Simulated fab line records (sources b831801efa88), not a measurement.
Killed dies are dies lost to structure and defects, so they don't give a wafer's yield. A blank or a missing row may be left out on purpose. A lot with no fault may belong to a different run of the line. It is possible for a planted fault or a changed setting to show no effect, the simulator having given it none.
One fault through the eyes of 2 desks | flow gf180mcu | each desk holds nothing but its own numbers, with what lay behind them at the end

## TOOL OWNER'S DESK, litho track-04
The tool's own readings at GF_NSD_COAT_02 (resist thk 1014 nm): means of the sampled wafers that have a number, for each lot that ran on this tool. The brackets show how far a lot's mean lies from the usual mean; more than 4 standard deviations puts the lot out of limits, marked OUT.
Columns: A = chill plate temp C at GF_NSD_COAT_02, usual 23.01 C; B = spin speed rpm at GF_NSD_COAT_02, usual 2999.8 rpm
lot  | first seen here | A     | B
L334 | day 13 08:36    | 23.10 | 2998.3
L338 | day 14 19:12    | 23.01 | 2880.8 (-54) OUT
L339 | day 15 06:45    | 23.04 | 2880.0 (-54) OUT
L351 | day 19 20:45    | 23.06 | 3002.0
L355 | day 20 17:43    | 22.95 | 2999.8
This desk finds L338, L339 out of limits, L338 being first, at day 14 19:12 (spin speed rpm at GF_NSD_COAT_02). L334, L351, L355 stayed within limits.

## FROM THE METROLOGY DESK
Means of the sampled wafers that have a number, per lot and without regard to the tool the lot ran on: this is what the gauges read. The brackets show how far a lot's mean lies from the usual mean; more than 4 standard deviations puts the lot out of limits, marked OUT.
Columns: A = cd nm at GF_POLY_GATE_CD_MEAS_10, usual 279.6 nm; B = NSD_OVL at GF_NSD_OVL_MEAS_08, usual 0.0 nm; C = PSD_TW at GF_PSD_TW_MEAS_11, usual 3190
lot  | first seen here | A     | B    | C
L334 | day 9 12:34     | 280.1 | 1.2  | 3181
L338 | day 10 22:10    | 278.1 | -0.8 | 3217
L339 | day 11 06:50    | 280.1 | 0.0  | 3191
L341 | day 12 08:10    | 279.4 | 3.2  | 3138
L344 | day 12 23:47    | 281.3 | 2.4  | 3184
L345 | day 13 08:43    | 280.9 | 1.4  | 3194
L347 | day 13 12:52    | 278.6 | 0.4  | 3211
L350 | day 14 13:16    | 278.1 | 0.6  | 3186
L349 | day 14 14:17    | 278.8 | 1.4  | 3178
L351 | day 15 06:34    | 279.1 | 0.2  | 3196
L352 | day 15 07:50    | 278.0 | -2.4 | 3174
L353 | day 15 10:13    | 280.1 | 0.3  | 3199
L355 | day 16 01:47    | 281.6 | -2.1 | 3226
Result from this desk: across the 13 lots, nothing is out of limits.

## BROUGHT TOGETHER
An alarm could have come from the tool owner's desk at day 14 19:12, on L338, L339.
Metrology desk: nothing out of limits seen.
The metrology desk has L338, L339 on record, within its limits.
All the named lots went through GF_NSD_COAT_02 on litho track-04.

## WHAT HAD BEEN PUT IN BY THE SIMULATOR
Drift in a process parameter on litho track-04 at GF_NSD_COAT_02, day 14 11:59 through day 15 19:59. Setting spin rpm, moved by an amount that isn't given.
Shown lots that were struck: L338, L339.
How many hours passed from the start of the fault until each desk's first out-of-limits reading: the tool owner's desk, 7.
